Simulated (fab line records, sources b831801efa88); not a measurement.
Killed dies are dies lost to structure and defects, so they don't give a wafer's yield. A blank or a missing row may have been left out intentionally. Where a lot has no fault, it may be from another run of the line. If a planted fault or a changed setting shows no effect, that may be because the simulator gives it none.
fab line records    flow sky130
record: lots: 13  wafers: 39  last-day: 50
route steps=708 shown VT_ADJUST_PCH@150 SONOS_ONO@183 GATE_OXIDE@193 RES_PROTECT@215 PAD_OPEN@708
lots untouched by any fault: they come from a run of this same line in which no faults occurred
start-h: start of the lot's first displayed wafer, in hours after the record's first day    wait-h: hours since the lot's step before    " the same as in the row above    L1.1+2: a row that stands for several wafers    - no value present, or no start provided    * or withheld: withheld    < > ~ a bound
route shown NAME@n: names a module that has steps shown in the file, with the first one's number in the route    usual: mean and standard deviation over wafers with no fault    same: alike in all rows    chamber/n: place in a boat    sites: readings site by site    _std_site: their standard deviation    _edge_site: the outer-site mean with the inner-site mean subtracted    radius-mm: for every site, how far away it sits from the centre of the wafer    mask NAME#n: copy n    behind: tool/chamber where the wafer was last shaped    hold: the reason the lot was held/the length of the hold in hours/how it ended    device: transistor that didn't switch, given as n, p or np    end of line: at the end of the route, the tests of the same wafers    a step without rows: its recipe alone    killed: count of dies lost to structure and defects at first sort (not the wafer's yield)    map: a wafer's dies, x killed, . not, _ none there
set.NAME: the setting as run; set.NAME@STEP: as run at that earlier step    model.NAME: the simulator's own value behind a step, which no gauge read
steps of the route over a sample of lots; a table a step, a row a wafer
services: when a tool's chamber went out of use (start-h, in hours from the record's first day, below 0 if earlier), for how many hours, and the reason
== steps ==
step: SKY_VT_ADJUST_PCH_OVL_MEAS_07
usual: VT_ADJUST_PCH_OVL: 0.6/1.3
lot.wafer  tool        chamber  start-h  wait-h  VT_ADJUST_PCH_OVL[nm]
L482.2     overlay-02  -        221.26   -       2.8
L482.4     "           -        "        "       1.3
L482.5     "           -        "        "       -0.2
L483.1     overlay-02  -        229.11   -       0.2
L483.4     "           -        "        "       1.2
L483.5     "           -        "        "       1.0
L486.2     overlay-01  -        254.31   -       2.3
L486.3     "           -        "        "       3.0
L486.4     "           -        "        "       2.0
L487.1     overlay-01  -        262.11   -       0.9
L487.4     "           -        "        "       0.7
L487.5     "           -        "        "       0.4
L488.2     overlay-02  -        272.97   -       2.9
L488.3     "           -        "        "       1.1
L488.4     "           -        "        "       2.4
L493.2     overlay-02  -        310.31   -       0.1
L493.4     "           -        "        "       -1.0
L493.5     "           -        "        "       0.8
L495.2     overlay-01  -        322.56   -       -1.6
L495.3     "           -        "        "       -2.2
L495.5     "           -        "        "       -0.6
L498.2     overlay-01  -        346.01   -       0.3
L498.4     "           -        "        "       1.4
L498.6     "           -        "        "       1.6
L499.1     overlay-02  -        354.61   -       0.5
L499.5     "           -        "        "       -0.4
L499.6     "           -        "        "       0.4
L500.3     overlay-02  -        361.46   -       1.4
L500.5     "           -        "        "       2.2
L500.6     "           -        "        "       -0.2
L502.1     overlay-02  -        381.16   -       -0.2
L502.3     "           -        "        "       1.1
L502.6     "           -        "        "       -0.2
L504.3     overlay-01  -        393.01   -       -2.0
L504.5     "           -        "        "       -0.8
L504.6     "           -        "        "       -2.1
L505.1     overlay-02  -        412.36   -       1.1
L505.3     "           -        "        "       -1.6
L505.5     "           -        "        "       0.6
step: SKY_SONOS_ONO_ETCH_15
recipe: target-depth-nm: 19.52  chemistry: CHF3/O2  source-w: 600  bias-w: 200  pressure-mtorr: 40  chf3-flow-sccm: 50  O2_flow_sccm: 5  time-s: 7.8
usual: drypump-motor-current-A: 5.7/0.47  oes-product-au: 1.004/0.0081  throttle-valve-pct: 8.826/0.0092
lot.wafer  tool         chamber  start-h  wait-h  drypump-motor-current-A  oes-product-au  rf-hours-counter-h  throttle-valve-pct
L482.2     rie-diel-04  3        276.06   0.0     6.0                      1.006           68                  8.823
L482.4     "            1        "        "       5.9                      0.999           46                  8.820
L482.5     "            1        "        "       5.9                      1.002           -                   8.822
L483.1     rie-diel-01  3        283.01   0.0     5.8                      1.011           41                  8.816
L483.4     "            0        "        "       6.6                      1.005           110                 8.831
L483.5     "            1        "        "       5.3                      1.014           -                   8.822
L486.2     rie-diel-04  1        308.67   0.0     5.9                      1.000           47                  8.803
L486.3     "            3        "        "       6.0                      1.003           69                  8.826
L486.4     "            0        "        "       5.9                      1.009           -                   8.818
L487.1     rie-diel-03  1        318.47   0.0     4.7                      1.008           37                  8.820
L487.4     "            3        "        "       5.9                      1.005           7                   8.821
L487.5     "            2        "        "       6.0                      1.023           -                   8.826
L488.2     rie-diel-01  0        329.04   0.0     6.5                      1.001           111                 8.835
L488.3     "            3        "        "       5.8                      0.996           42                  8.819
L488.4     "            1        "        "       5.3                      1.013           14                  8.808
L493.2     rie-diel-04  1        370.96   0.0     5.9                      1.001           48                  8.837
L493.4     "            0        "        "       5.9                      0.995           -                   8.837
L493.5     "            1        "        "       5.9                      1.005           -                   8.836
L495.2     rie-diel-01  3        384.26   0.0     5.8                      1.014           43                  8.838
L495.3     "            2        "        "       5.7                      1.015           61                  8.841
L495.5     "            0        "        "       6.5                      1.009           -                   8.815
L498.2     rie-diel-04  1        408.61   0.0     5.9                      1.003           48                  8.828
L498.4     "            3        "        "       6.0                      1.004           -                   8.820
L498.6     "            1        "        "       5.9                      0.998           -                   8.834
L499.1     rie-diel-01  1        417.84   0.0     5.3                      1.001           15                  8.821
L499.5     "            1        "        "       5.3                      1.004           -                   8.812
L499.6     "            0        "        "       6.5                      0.988           -                   8.820
L500.3     rie-diel-04  2        427.19   0.0     5.2                      1.000           24                  8.825
L500.5     "            1        "        "       5.8                      1.004           -                   8.835
L500.6     "            2        "        "       5.2                      1.004           -                   8.821
L502.1     rie-diel-01  0        447.32   0.0     6.5                      1.005           1                   8.837
L502.3     "            3        "        "       5.8                      0.990           44                  8.825
L502.6     "            0        "        "       6.5                      0.997           -                   8.831
L504.3     rie-diel-03  2        464.71   0.0     5.9                      1.006           15                  8.821
L504.5     "            1        "        "       4.7                      0.999           -                   8.839
L504.6     "            0        "        "       5.1                      1.007           -                   8.826
L505.1     rie-diel-03  0        478.12   0.0     5.1                      1.015           77                  8.827
L505.3     "            3        "        "       5.8                      1.003           11                  8.826
L505.5     "            0        "        "       5.1                      1.021           -                   8.832
step: SKY_GATE_OXIDE_SOFTBAKE_06
recipe: temp-c: 90  time-s: 60  resist: NOVOLAK
usual: heater-power-total-W: 56.60/0.041  run-length-s: 89.19/0.22
lot.wafer  tool            chamber  start-h  wait-h  heater-power-total-W  run-length-s
L482.2     litho-track-01  0        290.71   0.1     56.60                 88.81
L482.4     "               0        "        "       56.52                 88.85
L482.5     "               0        "        "       56.57                 88.92
L483.1     litho-track-02  0        296.81   0.1     56.61                 89.25
L483.4     "               0        "        "       56.64                 89.32
L483.5     "               0        "        "       56.62                 89.51
L486.2     litho-track-02  0        323.03   0.1     56.67                 89.29
L486.3     "               0        "        "       56.60                 89.26
L486.4     "               0        "        "       56.56                 89.30
L487.1     litho-track-02  0        335.91   0.1     56.63                 89.34
L487.4     "               0        "        "       56.60                 89.25
L487.5     "               0        "        "       56.55                 89.26
L488.2     litho-track-02  0        345.53   0.1     56.60                 89.26
L488.3     "               0        "        "       56.67                 89.36
L488.4     "               0        "        "       56.64                 89.25
L493.2     litho-track-01  0        388.91   0.1     56.52                 89.08
L493.4     "               0        "        "       56.61                 88.78
L493.5     "               0        "        "       56.64                 88.97
L495.2     litho-track-02  0        401.13   0.1     56.52                 89.29
L495.3     "               0        "        "       56.58                 89.29
L495.5     "               0        "        "       58.07                 84.57
L498.2     litho-track-03  0        425.38   0.1     56.53                 89.17
L498.4     "               0        "        "       56.64                 89.21
L498.6     "               0        "        "       56.61                 89.21
L499.1     litho-track-01  0        441.44   0.1     56.64                 88.92
L499.5     "               0        "        "       56.65                 88.93
L499.6     "               0        "        "       56.57                 89.07
L500.3     litho-track-03  0        446.75   0.1     56.61                 89.20
L500.5     "               0        "        "       56.52                 89.26
L500.6     "               0        "        "       56.66                 89.35
L502.1     litho-track-01  0        464.89   0.1     56.57                 89.17
L502.3     "               0        "        "       56.60                 89.14
L502.6     "               0        "        "       56.60                 88.80
L504.3     litho-track-03  0        482.50   0.1     56.59                 89.23
L504.5     "               0        "        "       56.58                 89.25
L504.6     "               0        "        "       56.66                 89.28
L505.1     litho-track-02  0        495.26   0.1     56.58                 89.44
L505.3     "               0        "        "       56.62                 89.37
L505.5     "               0        "        "       56.53                 89.56
step: SKY_RES_PROTECT_TW_MEAS_08
usual: POLY_GATE_TW: 4038/24
lot.wafer  tool           chamber  start-h  wait-h  POLY_GATE_TW
L482.2     film-metro-03  -        332.56   0.1     4015
L482.4     "              -        "        "       3995
L482.5     "              -        "        "       3988
L483.1     film-metro-02  -        339.86   0.1     4057
L483.4     "              -        "        "       4061
L483.5     "              -        "        "       4046
L486.2     film-metro-01  -        367.87   0.1     4049
L486.3     "              -        "        "       4060
L486.4     "              -        "        "       4063
L487.1     film-metro-02  -        382.31   0.1     4072
L487.4     "              -        "        "       4057
L487.5     "              -        "        "       4061
L488.2     film-metro-01  -        392.61   0.1     4051
L488.3     "              -        "        "       4036
L488.4     "              -        "        "       4034
L493.2     film-metro-02  -        437.51   0.1     4059
L493.4     "              -        "        "       4067
L493.5     "              -        "        "       4052
L495.2     film-metro-02  -        450.07   0.1     4056
L495.3     "              -        "        "       4068
L495.5     "              -        "        "       4058
L498.2     film-metro-02  -        474.06   0.1     4071
L498.4     "              -        "        "       4050
L498.6     "              -        "        "       4069
L499.1     film-metro-03  -        490.20   0.1     4014
L499.5     "              -        "        "       4019
L499.6     "              -        "        "       4005
L500.3     film-metro-01  -        496.07   0.1     4009
L500.5     "              -        "        "       4007
L500.6     "              -        "        "       4018
L502.1     film-metro-03  -        513.36   0.1     4058
L502.3     "              -        "        "       4031
L502.6     "              -        "        "       4024
L504.3     film-metro-02  -        532.64   0.1     4077
L504.5     "              -        "        "       4074
L504.6     "              -        "        "       4063
L505.1     film-metro-02  -        543.96   0.1     4056
L505.3     "              -        "        "       4046
L505.5     "              -        "        "       4047
step: SKY_PAD_OPEN_PROBE_99
usual: killed_at_M0_to_M3: 42/7.7  killed_at_M4_up: 3.1/1.9  killed-at-contacts: 24/4.9  killed-at-front-end: 15/4.6  killed-at-other: 0.3/0.51  killed-dies: 85/9.9  killed-open: 47/7.1  killed-short: 38/6.7
same: gross-dies: 492  killed-at-back-side: 0
lot.wafer  tool       chamber  start-h  wait-h  killed_at_M0_to_M3  killed_at_M4_up  killed-at-contacts  killed-at-front-end  killed-at-other  killed-dies  killed-open  killed-short
L482.2     prober-02  -        1071.72  0.1     48                  1                25                  22                   0                96           60           36
L482.4     prober-02  -        1071.82  0.2     55                  5                25                  14                   0                99           44           55
L482.5     prober-02  -        1071.87  0.2     42                  5                31                  9                    0                87           44           43
L483.1     prober-02  -        1076.83  0.1     24                  2                26                  16                   0                68           40           28
L483.4     prober-02  -        1076.98  0.2     29                  3                20                  16                   0                68           38           30
L483.5     prober-02  -        1077.03  0.2     40                  3                23                  15                   0                81           45           36
L495.2     prober-02  -        1150.58  0.1     35                  2                30                  10                   0                77           45           32
L495.3     prober-02  -        1150.63  0.2     32                  0                30                  18                   1                81           47           34
L495.5     prober-02  -        1150.73  0.2     35                  5                35                  12                   0                87           52           35
L498.2     prober-01  -        1166.01  0.1     48                  2                28                  13                   0                91           46           45
L499.1     prober-02  -        1173.53  0.1     29                  0                22                  16                   0                67           42           24
L499.5     prober-02  -        1173.73  0.2     44                  3                26                  14                   1                88           55           31
L499.6     prober-02  -        1173.78  0.2     52                  2                18                  24                   0                96           61           35
L500.3     prober-01  -        1175.16  0.2     43                  3                39                  13                   0                98           47           51
L500.5     prober-01  -        1175.26  0.2     46                  5                23                  16                   2                92           48           41
L500.6     prober-01  -        1175.31  0.2     38                  4                27                  12                   0                81           44           37
L502.1     prober-01  -        1185.81  0.1     27                  5                21                  21                   0                74           39           34
L502.3     prober-01  -        1185.91  0.2     32                  6                22                  13                   1                74           36           37
L502.6     prober-01  -        1186.06  0.2     37                  4                24                  13                   1                79           35           43
L505.1     prober-02  -        1199.15  0.1     39                  3                25                  14                   0                81           48           33
L505.3     prober-02  -        1199.25  0.2     57                  2                20                  18                   1                98           55           43
L505.5     prober-02  -        1199.35  0.2     32                  3                26                  19                   0                80           44           36
killed by level:class
L482.2 CONTACT:geometric-particle:open=12 VIA1:geometric-particle:open=10 VIA3:geometric-particle:open=9 METAL1:geometric-particle:short=8 LI_CONTACT:geometric-particle:open=7 VIA1:geometric-particle:short=6 FIELD_ISO:geometric-particle:open=5 POLY_GATE:geometric-particle:open=5
L482.4 CONTACT:geometric-particle:open=9 VIA1:geometric-particle:short=9 VIA1:geometric-particle:open=8 CONTACT:geometric-particle:short=7 METAL2:geometric-particle:short=7 METAL1:geometric-particle:short=7 LI_CONTACT:geometric-particle:open=6 VIA2:geometric-particle:open=6
L482.5 CONTACT:geometric-particle:open=11 VIA1:geometric-particle:open=9 CONTACT:geometric-particle:short=8 VIA2:geometric-particle:open=6 VIA3:geometric-particle:short=5 METAL1:geometric-particle:short=5 POLY_GATE:geometric-particle:short=4 LI_CONTACT:geometric-particle:open=4
L483.1 CONTACT:geometric-particle:short=8 VIA1:geometric-particle:open=8 FIELD_ISO:geometric-particle:open=6 LI_CONTACT:geometric-particle:open=6 CONTACT:geometric-particle:open=6 LI_CONTACT:geometric-particle:short=5 FIELD_ISO:geometric-particle:short=4 METAL1:geometric-particle:short=4
L483.4 LI_CONTACT:geometric-particle:open=8 VIA1:geometric-particle:open=7 FIELD_ISO:geometric-particle:short=6 CONTACT:geometric-particle:open=6 FIELD_ISO:geometric-particle:open=5 VIA2:geometric-particle:open=4 METAL3:geometric-particle:short=4 POLY_GATE:geometric-particle:open=3
L483.5 VIA1:geometric-particle:open=9 LI_CONTACT:geometric-particle:open=9 METAL1:geometric-particle:short=8 CONTACT:geometric-particle:open=6 METAL2:geometric-particle:short=6 VIA3:geometric-particle:open=6 CONTACT:geometric-particle:short=5 FIELD_ISO:geometric-particle:short=4
L495.2 CONTACT:geometric-particle:open=14 VIA1:geometric-particle:open=11 CONTACT:geometric-particle:short=7 LI_CONTACT:geometric-particle:open=5 POLY_GATE:geometric-particle:open=4 VIA1:geometric-particle:short=4 VIA2:geometric-particle:short=4 LOCAL_INTERCONNECT:geometric-particle:short=3
L495.3 CONTACT:geometric-particle:open=13 LI_CONTACT:geometric-particle:open=8 POLY_GATE:geometric-particle:short=7 VIA1:geometric-particle:open=7 VIA3:geometric-particle:open=6 FIELD_ISO:geometric-particle:short=5 VIA2:geometric-particle:open=5 CONTACT:geometric-particle:short=5
L495.5 CONTACT:geometric-particle:open=15 VIA1:geometric-particle:open=10 LI_CONTACT:geometric-particle:open=6 CONTACT:geometric-particle:short=5 METAL1:geometric-particle:short=5 VIA2:geometric-particle:open=5 FIELD_ISO:geometric-particle:short=4 LI_CONTACT:geometric-particle:short=4
L498.2 VIA1:geometric-particle:open=9 VIA3:geometric-particle:open=9 LOCAL_INTERCONNECT:geometric-particle:short=7 CONTACT:geometric-particle:open=7 CONTACT:geometric-particle:short=7 VIA2:geometric-particle:open=7 LI_CONTACT:geometric-particle:open=6 METAL1:geometric-particle:short=6
L499.1 VIA1:geometric-particle:open=11 LI_CONTACT:geometric-particle:open=9 CONTACT:geometric-particle:open=5 VIA3:geometric-particle:open=5 FIELD_ISO:geometric-particle:open=4 POLY_GATE:geometric-particle:short=4 VIA1:geometric-particle:short=4 POLY_GATE:geometric-particle:open=3
L499.5 VIA3:geometric-particle:open=13 CONTACT:geometric-particle:open=12 VIA1:geometric-particle:open=11 VIA2:geometric-particle:open=7 VIA1:geometric-particle:short=5 POLY_GATE:geometric-particle:open=4 LI_CONTACT:geometric-particle:open=4 CONTACT:geometric-particle:short=4
L499.6 VIA1:geometric-particle:open=17 VIA3:geometric-particle:open=8 FIELD_ISO:geometric-particle:open=7 POLY_GATE:geometric-particle:short=7 VIA2:geometric-particle:open=7 CONTACT:geometric-particle:open=6 POLY_GATE:geometric-particle:open=5 METAL2:geometric-particle:short=5
L500.3 CONTACT:geometric-particle:open=15 VIA1:geometric-particle:short=9 LOCAL_INTERCONNECT:geometric-particle:short=8 VIA3:geometric-particle:open=7 CONTACT:geometric-particle:short=6 VIA1:geometric-particle:open=6 METAL2:geometric-particle:short=6 FIELD_ISO:geometric-particle:short=5
L500.5 VIA1:geometric-particle:open=9 CONTACT:geometric-particle:open=8 METAL1:geometric-particle:short=8 VIA1:geometric-particle:short=7 VIA3:geometric-particle:open=7 LI_CONTACT:geometric-particle:open=6 VIA2:geometric-particle:open=6 CONTACT:geometric-particle:short=5
L500.6 CONTACT:geometric-particle:open=12 VIA1:geometric-particle:open=11 METAL1:geometric-particle:short=9 LI_CONTACT:geometric-particle:open=7 CONTACT:geometric-particle:short=6 FIELD_ISO:geometric-particle:short=4 METAL3:geometric-particle:short=4 VIA1:geometric-particle:short=3
L502.1 CONTACT:geometric-particle:open=11 POLY_GATE:geometric-particle:open=5 VIA2:geometric-particle:open=5 POLY_GATE:geometric-particle:short=4 CONTACT:geometric-particle:short=4 VIA2:geometric-particle:short=4 FIELD_ISO:geometric-particle:short=3 LOCAL_INTERCONNECT:geometric-particle:short=3
L502.3 CONTACT:geometric-particle:open=17 METAL3:geometric-particle:short=7 VIA1:geometric-particle:short=5 VIA1:geometric-particle:open=4 METAL2:geometric-particle:short=4 METAL4:geometric-particle:short=4 FIELD_ISO:geometric-particle:short=3 VIA2:geometric-particle:open=3
L502.6 CONTACT:geometric-particle:open=9 VIA2:geometric-particle:open=8 VIA1:geometric-particle:open=8 FIELD_ISO:geometric-particle:short=6 CONTACT:geometric-particle:short=6 POLY_GATE:geometric-particle:short=5 LOCAL_INTERCONNECT:geometric-particle:short=5 METAL2:geometric-particle:short=5
L505.1 CONTACT:geometric-particle:open=11 VIA2:geometric-particle:open=8 LI_CONTACT:geometric-particle:open=6 VIA1:geometric-particle:open=6 VIA3:geometric-particle:open=6 METAL1:geometric-particle:short=5 POLY_GATE:geometric-particle:open=4 FIELD_ISO:geometric-particle:open=3
L505.3 VIA1:geometric-particle:open=17 FIELD_ISO:geometric-particle:short=7 VIA2:geometric-particle:open=7 CONTACT:geometric-particle:open=6 VIA1:geometric-particle:short=6 METAL2:geometric-particle:short=6 VIA3:geometric-particle:open=6 LI_CONTACT:geometric-particle:open=5
L505.5 VIA1:geometric-particle:open=11 CONTACT:geometric-particle:open=10 LOCAL_INTERCONNECT:geometric-particle:short=5 VIA2:geometric-particle:open=4 FIELD_ISO:geometric-particle:open=4 LI_CONTACT:geometric-particle:open=4 CONTACT:geometric-particle:short=4 METAL2:geometric-particle:short=4
== services ==
tool            chamber  start-h  hours  kind
rie-diel-03     1        255.82   6.5    repair
litho-track-02  -        264.29   -      consumable-replace:filter
rie-diel-04     3        280.18   13.6   repair
rie-diel-04     2        289.62   22.4   repair
rie-diel-04     3        357.75   27.4   repair
rie-diel-01     0        381.51   2.4    repair
rie-diel-01     0        392.08   -      clean
rie-diel-01     0        392.08   18.6   scheduled-down
rie-diel-01     0        392.08   18.6   vent-cycle
rie-diel-04     0        404.01   5.8    repair
rie-diel-04     0        412.70   -      clean
rie-diel-04     0        412.70   17.2   scheduled-down
rie-diel-04     0        412.70   17.2   vent-cycle
litho-track-01  -        429.47   -      consumable-replace:filter
rie-diel-01     0        477.71   14.4   repair
rie-diel-01     1        487.09   4.7    repair
rie-diel-01     3        489.88   6.5    repair
== key ==
first-sign: step: SKY_GATE_OXIDE_SOFTBAKE_06  reading: heater-power-total-W  direction: up  sigmas: 36  usual: *  struck: *
effect: step: SKY_GATE_OXIDE_SOFTBAKE_06  reading: run-length-s  direction: down  sigmas: 21  usual: *  struck: *
met-at SKY_GATE_OXIDE_SOFTBAKE_06
struck-lots L495
struck-wafers L495.5
tester-left-out L495
not-acting-at SKY_VT_ADJUST_PCH_OVL_MEAS_07,SKY_SONOS_ONO_ETCH_15,SKY_RES_PROTECT_TW_MEAS_08
onset-between 345.53 401.13
fault: kind: process-parameter-drift  tool: litho-track-02  chamber: -  onset-h: 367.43  steps: SKY_GATE_OXIDE_SOFTBAKE_06  channel: time-s  offset: *  shape: step  end-h: 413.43  scope: struck-wafers-only  acts-in: *  stated: *
tester-left-out: of these lots the tester's yield and bins aren't shown, on N5 and GAA mostly nor the transistor test; their killed dies are dies lost to structure and defects alone, not to doping, threshold or leakage, so they don't give the yield
